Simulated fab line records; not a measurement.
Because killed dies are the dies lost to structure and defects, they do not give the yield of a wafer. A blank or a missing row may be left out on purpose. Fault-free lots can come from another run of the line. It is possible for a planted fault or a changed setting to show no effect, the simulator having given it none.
fab line records || flow sky130
[record] {"lots": 6, "wafers": 18, "last_day": 49}
route steps=708 shown LDD_LDN@289 PAD_OPEN@708
lots with no fault: from the same line, run without faults
start_h: hours from the record's first day to the start of the lot's first wafer shown || wait_h: hours elapsed since this lot's preceding step || " same as the row above || L1.1+2: several wafers, shown together as one row || - no value present, or no start provided || * or withheld: withheld || < > ~ a bound
route shown NAME@n: NAME is a module with steps in the file, n the number in the route of the first one || usual: the fault-free wafers' mean and standard deviation || same: alike in all rows || chamber/n: place in a boat || sites: readings site by site || _std_site: standard deviation of those values || _edge_site: the outer-site mean with the inner-site mean subtracted || radius_mm: for every site, how far away it sits from the centre of the wafer || mask NAME#n: copy n || behind: the most recent tool/chamber to have shaped the wafer || hold: why the lot was held/for how many hours/how that ended || device: names the non-switching transistor (n, p or np) || end of line: tests of these same wafers at the route's end || where a step has no rows: the recipe by itself || killed: at the first sort, the dies lost to defects and structure; wafer yield is something else || map: dies across one wafer; x = killed, . = not, _ = none there
set.NAME: the setting that was run; set.NAME@STEP: the one run at that earlier step || model.NAME: the simulator's own value behind a step, which no gauge read
lots at selected steps of the route; one table per step, one row per wafer
services: the hour from which a tool's chamber was out of use, counted from the record's first day as start_h (under 0 if before that day), plus the number of hours and why
[[steps]]
[step SKY_LDD_LDN_DEHYDRATE_00]
[recipe] {"temp_c": 200, "time_s": 60}
[step SKY_LDD_LDN_HMDS_01]
[recipe] {"prime_time_s": 60, "prime_temp_c": 120}
[step SKY_LDD_LDN_COAT_02]
[recipe] {"resist": "NOVOLAK", "spin_rpm": 3000, "resist_thk_nm": 1140}
[step SKY_LDD_LDN_SOFTBAKE_03]
[recipe] {"temp_c": 90, "time_s": 60, "resist": "NOVOLAK"}
[step SKY_LDD_LDN_EXPOSE_04]
[recipe] {"mask_id": "LDNTM", "na": 0.6, "source_shape": "conventional", "sigma_outer": 0.6, "polarization": "unpolarized", "target_cd_nm": 700, "dose_mj": 140}
[step SKY_LDD_LDN_PEB_05]
[recipe] {"temp_c": "withheld", "time_s": "*", "resist": "NOVOLAK"}
[step SKY_LDD_LDN_DEVELOP_06]
[recipe] {"resist": "NOVOLAK", "developer": "TMAH", "develop_time_s": 60, "dev_temp_c": 23}
[step SKY_LDD_LDN_OVL_MEAS_07]
[usual] {"LDD_LDN_OVL": "0.3/1.3"}
{"lot.wafer": "L631.2", "tool": "overlay-02", "chamber": "-", "start_h": 534.34, "wait_h": 0.1, "LDD_LDN_OVL[nm]": 0.5}
{"lot.wafer": "L631.5", "tool": "overlay-02", "chamber": "-", "start_h": 534.34, "wait_h": 0.1, "LDD_LDN_OVL[nm]": -0.2}
{"lot.wafer": "L631.6", "tool": "overlay-02", "chamber": "-", "start_h": 534.34, "wait_h": 0.1, "LDD_LDN_OVL[nm]": -1.1}
{"lot.wafer": "L638.2", "tool": "overlay-02", "chamber": "-", "start_h": 598.75, "wait_h": 0.1, "LDD_LDN_OVL[nm]": 0.8}
{"lot.wafer": "L638.3", "tool": "overlay-02", "chamber": "-", "start_h": 598.75, "wait_h": 0.1, "LDD_LDN_OVL[nm]": -0.7}
{"lot.wafer": "L638.6", "tool": "overlay-02", "chamber": "-", "start_h": 598.75, "wait_h": 0.1, "LDD_LDN_OVL[nm]": 1.2}
{"lot.wafer": "L639.4", "tool": "overlay-02", "chamber": "-", "start_h": 606.20, "wait_h": 0.1, "LDD_LDN_OVL[nm]": -0.5}
{"lot.wafer": "L639.5", "tool": "overlay-02", "chamber": "-", "start_h": 606.20, "wait_h": 0.1, "LDD_LDN_OVL[nm]": 1.3}
{"lot.wafer": "L639.6", "tool": "overlay-02", "chamber": "-", "start_h": 606.20, "wait_h": 0.1, "LDD_LDN_OVL[nm]": 0.3}
{"lot.wafer": "L648.1", "tool": "overlay-01", "chamber": "-", "start_h": 670.99, "wait_h": 0.1, "LDD_LDN_OVL[nm]": 0.2}
{"lot.wafer": "L648.2", "tool": "overlay-01", "chamber": "-", "start_h": 670.99, "wait_h": 0.1, "LDD_LDN_OVL[nm]": -0.5}
{"lot.wafer": "L648.5", "tool": "overlay-01", "chamber": "-", "start_h": 670.99, "wait_h": 0.1, "LDD_LDN_OVL[nm]": -0.2}
{"lot.wafer": "L649.2", "tool": "overlay-01", "chamber": "-", "start_h": 673.81, "wait_h": 0.1, "LDD_LDN_OVL[nm]": 2.6}
{"lot.wafer": "L649.3", "tool": "overlay-01", "chamber": "-", "start_h": 673.81, "wait_h": 0.1, "LDD_LDN_OVL[nm]": -0.3}
{"lot.wafer": "L649.5", "tool": "overlay-01", "chamber": "-", "start_h": 673.81, "wait_h": 0.1, "LDD_LDN_OVL[nm]": 1.5}
{"lot.wafer": "L651.2", "tool": "overlay-01", "chamber": "-", "start_h": 694.25, "wait_h": 0.1, "LDD_LDN_OVL[nm]": 0.7}
{"lot.wafer": "L651.3", "tool": "overlay-01", "chamber": "-", "start_h": 694.25, "wait_h": 0.1, "LDD_LDN_OVL[nm]": 0.2}
{"lot.wafer": "L651.5", "tool": "overlay-01", "chamber": "-", "start_h": 694.25, "wait_h": 0.1, "LDD_LDN_OVL[nm]": -0.4}
[step SKY_LDD_LDN_IMPLANT_08]
[recipe] {"species": "As", "energy_kev": 15, "dose_cm2": 1.25e+13, "tilt_deg": "withheld", "rotation_deg": 23}
[step SKY_LDD_LDN_IMPLANT_09]
[recipe] {"species": "As", "energy_kev": 15, "dose_cm2": 1.25e+13, "tilt_deg": "withheld", "rotation_deg": 113}
[step SKY_LDD_LDN_IMPLANT_10]
[recipe] {"species": "As", "energy_kev": 15, "dose_cm2": 1.25e+13, "tilt_deg": "withheld", "rotation_deg": 203}
[step SKY_LDD_LDN_IMPLANT_11]
[recipe] {"species": "As", "energy_kev": 15, "dose_cm2": 1.25e+13, "tilt_deg": "withheld", "rotation_deg": 293}
[step SKY_LDD_LDN_STRIP_12]
[recipe] {"chemistry": "O2/N2", "power_w": 1400, "pressure_mtorr": 1500, "platen_temp_c": "withheld", "o2_flow_sccm": 3000, "n2_flow_sccm": 300, "overash_fraction": 0.5}
[usual] {"chamber_pressure_mTorr": "1500.1/1.3", "drypump_motor_current_A": "5.79/0.25", "oes_product_au": "0.716/0.0045", "strip_time_to_endpoint_s": "14.17/0.039"}
{"lot.wafer": "L631.2", "tool": "plasma_asher-01", "chamber": 1, "start_h": 534.97, "wait_h": 0.1, "chamber_pressure_mTorr": 1498.9, "drypump_motor_current_A": 5.89, "oes_product_au": 0.712, "rf_hours_counter_h": 9, "strip_time_to_endpoint_s": 14.13, "model.NOVOLAK_of_LDD_LDN_COAT_02.thk_nm": 0}
{"lot.wafer": "L631.5", "tool": "plasma_asher-01", "chamber": 1, "start_h": 534.97, "wait_h": 0.1, "chamber_pressure_mTorr": 1501.1, "drypump_motor_current_A": 5.90, "oes_product_au": 0.715, "rf_hours_counter_h": "-", "strip_time_to_endpoint_s": 14.13, "model.NOVOLAK_of_LDD_LDN_COAT_02.thk_nm": 0}
{"lot.wafer": "L631.6", "tool": "plasma_asher-01", "chamber": 0, "start_h": 534.97, "wait_h": 0.1, "chamber_pressure_mTorr": 1501.4, "drypump_motor_current_A": 6.24, "oes_product_au": 0.721, "rf_hours_counter_h": "-", "strip_time_to_endpoint_s": 14.15, "model.NOVOLAK_of_LDD_LDN_COAT_02.thk_nm": 0}
{"lot.wafer": "L638.2", "tool": "plasma_asher-02", "chamber": 0, "start_h": 599.38, "wait_h": 0.1, "chamber_pressure_mTorr": "-", "drypump_motor_current_A": "-", "oes_product_au": "-", "rf_hours_counter_h": "-", "strip_time_to_endpoint_s": "-", "model.NOVOLAK_of_LDD_LDN_COAT_02.thk_nm": 1140}
{"lot.wafer": "L638.3", "tool": "plasma_asher-02", "chamber": 0, "start_h": 599.38, "wait_h": 0.1, "chamber_pressure_mTorr": "-", "drypump_motor_current_A": "-", "oes_product_au": "-", "rf_hours_counter_h": "-", "strip_time_to_endpoint_s": "-", "model.NOVOLAK_of_LDD_LDN_COAT_02.thk_nm": 1138}
{"lot.wafer": "L638.6", "tool": "plasma_asher-02", "chamber": 1, "start_h": 599.38, "wait_h": 0.1, "chamber_pressure_mTorr": "-", "drypump_motor_current_A": "-", "oes_product_au": "-", "rf_hours_counter_h": "-", "strip_time_to_endpoint_s": "-", "model.NOVOLAK_of_LDD_LDN_COAT_02.thk_nm": 1137}
{"lot.wafer": "L639.4", "tool": "plasma_asher-03", "chamber": 0, "start_h": 606.85, "wait_h": 0.1, "chamber_pressure_mTorr": "-", "drypump_motor_current_A": "-", "oes_product_au": "-", "rf_hours_counter_h": "-", "strip_time_to_endpoint_s": "-", "model.NOVOLAK_of_LDD_LDN_COAT_02.thk_nm": 1135}
{"lot.wafer": "L639.5", "tool": "plasma_asher-03", "chamber": 0, "start_h": 606.85, "wait_h": 0.1, "chamber_pressure_mTorr": "-", "drypump_motor_current_A": "-", "oes_product_au": "-", "rf_hours_counter_h": "-", "strip_time_to_endpoint_s": "-", "model.NOVOLAK_of_LDD_LDN_COAT_02.thk_nm": 1136}
{"lot.wafer": "L639.6", "tool": "plasma_asher-03", "chamber": 1, "start_h": 606.85, "wait_h": 0.1, "chamber_pressure_mTorr": "-", "drypump_motor_current_A": "-", "oes_product_au": "-", "rf_hours_counter_h": "-", "strip_time_to_endpoint_s": "-", "model.NOVOLAK_of_LDD_LDN_COAT_02.thk_nm": 1134}
{"lot.wafer": "L648.1", "tool": "plasma_asher-03", "chamber": 1, "start_h": 671.63, "wait_h": 0.1, "chamber_pressure_mTorr": 1500.2, "drypump_motor_current_A": 5.59, "oes_product_au": 0.717, "rf_hours_counter_h": 49, "strip_time_to_endpoint_s": 14.17, "model.NOVOLAK_of_LDD_LDN_COAT_02.thk_nm": 0}
{"lot.wafer": "L648.2", "tool": "plasma_asher-03", "chamber": 0, "start_h": 671.63, "wait_h": 0.1, "chamber_pressure_mTorr": 1501.7, "drypump_motor_current_A": 5.49, "oes_product_au": 0.725, "rf_hours_counter_h": 49, "strip_time_to_endpoint_s": 14.23, "model.NOVOLAK_of_LDD_LDN_COAT_02.thk_nm": 0}
{"lot.wafer": "L648.5", "tool": "plasma_asher-03", "chamber": 1, "start_h": 671.63, "wait_h": 0.1, "chamber_pressure_mTorr": 1500.3, "drypump_motor_current_A": 5.59, "oes_product_au": 0.710, "rf_hours_counter_h": "-", "strip_time_to_endpoint_s": 14.18, "model.NOVOLAK_of_LDD_LDN_COAT_02.thk_nm": 0}
{"lot.wafer": "L649.2", "tool": "plasma_asher-02", "chamber": 0, "start_h": 674.44, "wait_h": 0.1, "chamber_pressure_mTorr": 1499.3, "drypump_motor_current_A": 6.02, "oes_product_au": 0.714, "rf_hours_counter_h": 88, "strip_time_to_endpoint_s": 14.10, "model.NOVOLAK_of_LDD_LDN_COAT_02.thk_nm": 0}
{"lot.wafer": "L649.3", "tool": "plasma_asher-02", "chamber": 0, "start_h": 674.44, "wait_h": 0.1, "chamber_pressure_mTorr": 1501.4, "drypump_motor_current_A": 5.99, "oes_product_au": 0.721, "rf_hours_counter_h": "-", "strip_time_to_endpoint_s": 14.11, "model.NOVOLAK_of_LDD_LDN_COAT_02.thk_nm": 0}
{"lot.wafer": "L649.5", "tool": "plasma_asher-02", "chamber": 0, "start_h": 674.44, "wait_h": 0.1, "chamber_pressure_mTorr": 1500.2, "drypump_motor_current_A": 5.99, "oes_product_au": 0.715, "rf_hours_counter_h": "-", "strip_time_to_endpoint_s": 14.14, "model.NOVOLAK_of_LDD_LDN_COAT_02.thk_nm": 0}
{"lot.wafer": "L651.2", "tool": "plasma_asher-02", "chamber": 0, "start_h": 694.88, "wait_h": 0.1, "chamber_pressure_mTorr": 1498.1, "drypump_motor_current_A": 6.02, "oes_product_au": 0.713, "rf_hours_counter_h": 90, "strip_time_to_endpoint_s": 14.19, "model.NOVOLAK_of_LDD_LDN_COAT_02.thk_nm": 0}
{"lot.wafer": "L651.3", "tool": "plasma_asher-02", "chamber": 1, "start_h": 694.88, "wait_h": 0.1, "chamber_pressure_mTorr": 1499.8, "drypump_motor_current_A": 5.74, "oes_product_au": 0.726, "rf_hours_counter_h": "-", "strip_time_to_endpoint_s": 14.18, "model.NOVOLAK_of_LDD_LDN_COAT_02.thk_nm": 0}
{"lot.wafer": "L651.5", "tool": "plasma_asher-02", "chamber": 1, "start_h": 694.88, "wait_h": 0.1, "chamber_pressure_mTorr": 1499.4, "drypump_motor_current_A": 5.71, "oes_product_au": 0.717, "rf_hours_counter_h": "-", "strip_time_to_endpoint_s": 14.16, "model.NOVOLAK_of_LDD_LDN_COAT_02.thk_nm": 0}
[step SKY_LDD_LDN_TW_MEAS_13]
[usual] {"LDD_LDN_TW": "1484/6.6"}
{"lot.wafer": "L631.2", "tool": "film_metro-03", "chamber": "-", "start_h": 535.08, "wait_h": 0.1, "LDD_LDN_TW": 1494}
{"lot.wafer": "L631.5", "tool": "film_metro-03", "chamber": "-", "start_h": 535.08, "wait_h": 0.1, "LDD_LDN_TW": 1494}
{"lot.wafer": "L631.6", "tool": "film_metro-03", "chamber": "-", "start_h": 535.08, "wait_h": 0.1, "LDD_LDN_TW": 1489}
{"lot.wafer": "L638.2", "tool": "film_metro-04", "chamber": "-", "start_h": 599.49, "wait_h": 0.1, "LDD_LDN_TW": 1477}
{"lot.wafer": "L638.3", "tool": "film_metro-04", "chamber": "-", "start_h": 599.49, "wait_h": 0.1, "LDD_LDN_TW": 1478}
{"lot.wafer": "L638.6", "tool": "film_metro-04", "chamber": "-", "start_h": 599.49, "wait_h": 0.1, "LDD_LDN_TW": 1477}
{"lot.wafer": "L639.4", "tool": "film_metro-03", "chamber": "-", "start_h": 606.95, "wait_h": 0.1, "LDD_LDN_TW": 1486}
{"lot.wafer": "L639.5", "tool": "film_metro-03", "chamber": "-", "start_h": 606.95, "wait_h": 0.1, "LDD_LDN_TW": 1486}
{"lot.wafer": "L639.6", "tool": "film_metro-03", "chamber": "-", "start_h": 606.95, "wait_h": 0.1, "LDD_LDN_TW": 1484}
{"lot.wafer": "L648.1", "tool": "film_metro-03", "chamber": "-", "start_h": 671.76, "wait_h": 0.1, "LDD_LDN_TW": 1488}
{"lot.wafer": "L648.2", "tool": "film_metro-03", "chamber": "-", "start_h": 671.76, "wait_h": 0.1, "LDD_LDN_TW": 1484}
{"lot.wafer": "L648.5", "tool": "film_metro-03", "chamber": "-", "start_h": 671.76, "wait_h": 0.1, "LDD_LDN_TW": 1490}
{"lot.wafer": "L649.2", "tool": "film_metro-03", "chamber": "-", "start_h": 674.55, "wait_h": 0.1, "LDD_LDN_TW": 1476}
{"lot.wafer": "L649.3", "tool": "film_metro-03", "chamber": "-", "start_h": 674.55, "wait_h": 0.1, "LDD_LDN_TW": 1482}
{"lot.wafer": "L649.5", "tool": "film_metro-03", "chamber": "-", "start_h": 674.55, "wait_h": 0.1, "LDD_LDN_TW": 1485}
{"lot.wafer": "L651.2", "tool": "film_metro-01", "chamber": "-", "start_h": 694.99, "wait_h": 0.1, "LDD_LDN_TW": 1480}
{"lot.wafer": "L651.3", "tool": "film_metro-01", "chamber": "-", "start_h": 694.99, "wait_h": 0.1, "LDD_LDN_TW": 1491}
{"lot.wafer": "L651.5", "tool": "film_metro-01", "chamber": "-", "start_h": 694.99, "wait_h": 0.1, "LDD_LDN_TW": 1484}
[step SKY_PAD_OPEN_PROBE_99]
[usual] {"killed_at_M0_to_M3": "43/6.6", "killed_at_M4_up": "2.9/1.8", "killed_at_contacts": "25/5.3", "killed_at_front_end": "15/4.1", "killed_at_other": "0.3/0.6", "killed_dies": "86/8.8", "killed_on_rim": "17/3.5", "killed_open": "47/6.7", "killed_short": "39/6.2"}
[same] {"gross_dies": 492, "killed_at_back_side": 0}
{"lot.wafer": "L638.2", "tool": "prober-02", "chamber": "-", "start_h": 1128.73, "wait_h": 0.1, "killed_at_M0_to_M3": 45, "killed_at_M4_up": 2, "killed_at_contacts": 29, "killed_at_front_end": 416, "killed_at_other": 0, "killed_dies": 492, "killed_on_rim": 96, "killed_open": 48, "killed_short": 38}
{"lot.wafer": "L638.3", "tool": "prober-02", "chamber": "-", "start_h": 1128.78, "wait_h": 0.2, "killed_at_M0_to_M3": 47, "killed_at_M4_up": 5, "killed_at_contacts": 24, "killed_at_front_end": 416, "killed_at_other": 0, "killed_dies": 492, "killed_on_rim": 96, "killed_open": 53, "killed_short": 31}
{"lot.wafer": "L638.6", "tool": "prober-02", "chamber": "-", "start_h": 1128.93, "wait_h": 0.2, "killed_at_M0_to_M3": 40, "killed_at_M4_up": 4, "killed_at_contacts": 14, "killed_at_front_end": 434, "killed_at_other": 0, "killed_dies": 492, "killed_on_rim": 96, "killed_open": 39, "killed_short": 37}
{"lot.wafer": "L639.4", "tool": "prober-01", "chamber": "-", "start_h": 1133.92, "wait_h": 0.2, "killed_at_M0_to_M3": 38, "killed_at_M4_up": 2, "killed_at_contacts": 21, "killed_at_front_end": 430, "killed_at_other": 1, "killed_dies": 492, "killed_on_rim": 96, "killed_open": 41, "killed_short": 29}
{"lot.wafer": "L639.5", "tool": "prober-01", "chamber": "-", "start_h": 1133.97, "wait_h": 0.2, "killed_at_M0_to_M3": 36, "killed_at_M4_up": 3, "killed_at_contacts": 21, "killed_at_front_end": 432, "killed_at_other": 0, "killed_dies": 492, "killed_on_rim": 96, "killed_open": 35, "killed_short": 35}
{"lot.wafer": "L639.6", "tool": "prober-01", "chamber": "-", "start_h": 1134.02, "wait_h": 0.2, "killed_at_M0_to_M3": 48, "killed_at_M4_up": 2, "killed_at_contacts": 14, "killed_at_front_end": 428, "killed_at_other": 0, "killed_dies": 492, "killed_on_rim": 96, "killed_open": 43, "killed_short": 40}
{"lot.wafer": "L649.2", "tool": "prober-02", "chamber": "-", "start_h": 1176.75, "wait_h": 0.1, "killed_at_M0_to_M3": 46, "killed_at_M4_up": 10, "killed_at_contacts": 22, "killed_at_front_end": 20, "killed_at_other": 0, "killed_dies": 98, "killed_on_rim": 26, "killed_open": 59, "killed_short": 31}
{"lot.wafer": "L649.3", "tool": "prober-02", "chamber": "-", "start_h": 1176.80, "wait_h": 0.2, "killed_at_M0_to_M3": 44, "killed_at_M4_up": 3, "killed_at_contacts": 13, "killed_at_front_end": 18, "killed_at_other": 0, "killed_dies": 78, "killed_on_rim": 13, "killed_open": 39, "killed_short": 39}
{"lot.wafer": "L649.5", "tool": "prober-02", "chamber": "-", "start_h": 1176.90, "wait_h": 0.2, "killed_at_M0_to_M3": 38, "killed_at_M4_up": 0, "killed_at_contacts": 31, "killed_at_front_end": 19, "killed_at_other": 1, "killed_dies": 89, "killed_on_rim": 13, "killed_open": 53, "killed_short": 36}
// killed by level:class
L638.2 SPACER:area_cvd=405 VIA1:geometric_particle:open=13 CONTACT:geometric_particle:open=11 LI_CONTACT:geometric_particle:open=8 METAL2:geometric_particle:short=6 VIA1:geometric_particle:short=5 VIA2:geometric_particle:short=5 VIA3:geometric_particle:open=5
L638.3 SPACER:area_cvd=408 VIA1:geometric_particle:open=15 VIA2:geometric_particle:open=11 CONTACT:geometric_particle:open=8 VIA3:geometric_particle:open=7 LI_CONTACT:geometric_particle:open=5 FIELD_ISO:geometric_particle:short=4 CONTACT:geometric_particle:short=4
L638.6 SPACER:area_cvd=414 LI_CONTACT:geometric_particle:open=7 METAL2:geometric_particle:short=7 FIELD_ISO:geometric_particle:open=6 FIELD_ISO:geometric_particle:short=6 VIA3:geometric_particle:open=6 VIA1:geometric_particle:open=5 METAL3:geometric_particle:short=5
L639.4 SPACER:area_cvd=422 VIA1:geometric_particle:open=12 LI_CONTACT:geometric_particle:open=7 CONTACT:geometric_particle:open=7 VIA1:geometric_particle:short=7 VIA2:geometric_particle:open=7 POLY_GATE:geometric_particle:short=3 LOCAL_INTERCONNECT:geometric_particle:short=3
L639.5 SPACER:area_cvd=422 CONTACT:geometric_particle:open=9 CONTACT:geometric_particle:short=6 VIA1:geometric_particle:open=6 VIA2:geometric_particle:open=6 METAL1:geometric_particle:short=6 VIA3:geometric_particle:open=5 POLY_GATE:geometric_particle:short=4
L639.6 SPACER:area_cvd=409 VIA1:geometric_particle:open=8 METAL2:geometric_particle:short=6 VIA2:geometric_particle:open=6 POLY_GATE:geometric_particle:short=5 POLY_GATE:geometric_particle:open=5 METAL1:geometric_particle:short=5 VIA3:geometric_particle:open=5
L649.2 VIA1:geometric_particle:open=14 CONTACT:geometric_particle:open=12 VIA3:geometric_particle:open=10 VIA4:area_etch=8 POLY_GATE:geometric_particle:open=7 VIA2:geometric_particle:open=5 VIA1:geometric_particle:short=4 METAL2:geometric_particle:short=4
L649.3 VIA1:geometric_particle:open=12 METAL1:geometric_particle:short=9 FIELD_ISO:geometric_particle:open=7 VIA1:geometric_particle:short=5 CONTACT:geometric_particle:short=5 CONTACT:geometric_particle:open=4 POLY_GATE:geometric_particle:short=3 VIA2:geometric_particle:short=3
L649.5 CONTACT:geometric_particle:open=14 LI_CONTACT:geometric_particle:open=9 METAL1:geometric_particle:short=7 VIA3:geometric_particle:open=7 VIA1:geometric_particle:open=6 FIELD_ISO:geometric_particle:short=5 POLY_GATE:geometric_particle:open=4 FIELD_ISO:geometric_particle:open=3
// map L638.2 (x killed, . not)
__________xxxxxxxxxx_________
________xxxxxxxxxxxxxx_______
______xxxxxxxxxxxxxxxxxx_____
_____xxxxxxxxxxxxxxxxxxxx____
____xxxxxxxxxxxxxxxxxxxxxx___
___xxxxxxxxxxxxxxxxxxxxxxxx__
__xxxxxxxxxxxxxxxxxxxxxxxxxx_
_xxxxxxxxxxxxxxxxxxxxxxxxxxxx
_xxxxxxxxxxxxxxxxxxxxxxxxxxxx
_xxxxxxxxxxxxxxxxxxxxxxxxxxxx
_xxxxxxxxxxxxxxxxxxxxxxxxxxxx
_xxxxxxxxxxxxxxxxxxxxxxxxxxxx
_xxxxxxxxxxxxxxxxxxxxxxxxxxxx
_xxxxxxxxxxxxxxxxxxxxxxxxxxxx
_xxxxxxxxxxxxxxxxxxxxxxxxxxxx
__xxxxxxxxxxxxxxxxxxxxxxxxxx_
___xxxxxxxxxxxxxxxxxxxxxxxx__
____xxxxxxxxxxxxxxxxxxxxxx___
_____xxxxxxxxxxxxxxxxxxxx____
______xxxxxxxxxxxxxxxxxx_____
________xxxxxxxxxxxxxx_______
__________xxxxxxxxxx_________
// map L639.4 (x killed, . not)
__________xxxxxxxxxx_________
________xxxxxxxxxxxxxx_______
______xxxxxxxxxxxxxxxxxx_____
_____xxxxxxxxxxxxxxxxxxxx____
____xxxxxxxxxxxxxxxxxxxxxx___
___xxxxxxxxxxxxxxxxxxxxxxxx__
__xxxxxxxxxxxxxxxxxxxxxxxxxx_
_xxxxxxxxxxxxxxxxxxxxxxxxxxxx
_xxxxxxxxxxxxxxxxxxxxxxxxxxxx
_xxxxxxxxxxxxxxxxxxxxxxxxxxxx
_xxxxxxxxxxxxxxxxxxxxxxxxxxxx
_xxxxxxxxxxxxxxxxxxxxxxxxxxxx
_xxxxxxxxxxxxxxxxxxxxxxxxxxxx
_xxxxxxxxxxxxxxxxxxxxxxxxxxxx
_xxxxxxxxxxxxxxxxxxxxxxxxxxxx
__xxxxxxxxxxxxxxxxxxxxxxxxxx_
___xxxxxxxxxxxxxxxxxxxxxxxx__
____xxxxxxxxxxxxxxxxxxxxxx___
_____xxxxxxxxxxxxxxxxxxxx____
______xxxxxxxxxxxxxxxxxx_____
________xxxxxxxxxxxxxx_______
__________xxxxxxxxxx_________
[[services]]
{"tool": "plasma_asher-02", "chamber": "-", "start_h": 542.48, "hours": 1.1, "kind": "repair"}
{"tool": "plasma_asher-02", "chamber": "-", "start_h": 565.86, "hours": 4.8, "kind": "repair"}
{"tool": "plasma_asher-02", "chamber": "-", "start_h": 624.68, "hours": 0.5, "kind": "repair"}
{"tool": "plasma_asher-03", "chamber": "-", "start_h": 624.84, "hours": 1.1, "kind": "repair"}
{"tool": "plasma_asher-03", "chamber": "-", "start_h": 645.32, "hours": 2.8, "kind": "pm"}
[[key]]
[first_sign] {"step": "SKY_LDD_LDN_STRIP_12", "reading": "tool_record", "direction": "missing"}
[effect] {"step": "SKY_PAD_OPEN_PROBE_99", "reading": "killed_at_front_end", "direction": "up", "sigmas": "99+", "usual": 15, "struck": 426}
[model_effect] {"step": "SKY_LDD_LDN_STRIP_12", "value": "NOVOLAK_of_LDD_LDN_COAT_02.thk_nm", "without": 0, "struck": 1137}
[more_kills_born_at] {"SKY_SPACER_CVD_00@lpcvd-02": 2480}
met_at SKY_LDD_LDN_STRIP_12
struck_wafers L638.2,L638.3,L638.6,L639.4,L639.5,L639.6
later_rows_left_out L638.2,L638.3,L638.6,L639.4,L639.5,L639.6
tester_left_out L638,L639
[fault] {"kind": "skipped_step_whole", "tool": "plasma_asher-02,plasma_asher-03", "chamber": "-", "onset_h": 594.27, "steps": "SKY_LDD_LDN_STRIP_12", "scope": "struck_lots_only"}
// tester_left_out: of these lots the tester's yield and bins aren't shown, on N5 and GAA mostly nor the transistor test; their killed dies are dies lost to structure and defects alone, not to doping, threshold or leakage, so they don't give the yield
// later_rows_left_out: the simulator's readings of these wafers behind a module that went badly wrong aren't trusted and aren't shown, but for the sort
